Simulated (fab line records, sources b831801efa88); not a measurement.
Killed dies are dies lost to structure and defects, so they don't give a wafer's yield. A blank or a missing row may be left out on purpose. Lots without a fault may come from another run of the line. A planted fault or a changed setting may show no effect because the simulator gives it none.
Which tool did it? | flow gf180mcu | 7 lots, 21 wafers sampled, at 1 step of a route of 602

WHAT THE GAUGES READ, wafer by wafer
GF_M1_OVL_MEAS_15.
lot  | measured     | on         | M1_OVL (nm)
L486 | day 18 07:34 | overlay-02 | -9 -2 -6
L488 | day 19 11:43 | overlay-01 | 4 8 -2
L489 | day 19 23:23 | overlay-02 | 1 -7 -11
L496 | day 21 22:26 | overlay-01 | 4 6 9
L500 | day 23 10:26 | overlay-01 | -6 4 -5
L502 | day 23 18:58 | overlay-02 | 1 -9 -14
L504 | day 24 14:55 | overlay-01 | -6 -2 0

WHICH TOOL RAN EACH LOT (tool, then ch and the chambers of the sampled wafers, then the start)
The record holds no process step before these readings.

THE ANSWER, worked out from the rows above alone
Rule: what is usual is taken from the lots themselves. Put in order of their means at a reading, lots are off if they are a third of the lots or fewer, leave a main group of 4 or more, and stand apart from it by a gap of 3 or more times the standard deviation of the main group's means; of several such gaps the widest counts. A main group whose means are all the same, to the digits that the tables above print for the reading, isn't used. A lot without any number at a reading at which 4 lots or more have one is off too. The other lots that the step has rows for count as sound.
No lot is off at any reading shown: from this, nothing can be told.

WHAT THE SIMULATOR HAD PUT IN
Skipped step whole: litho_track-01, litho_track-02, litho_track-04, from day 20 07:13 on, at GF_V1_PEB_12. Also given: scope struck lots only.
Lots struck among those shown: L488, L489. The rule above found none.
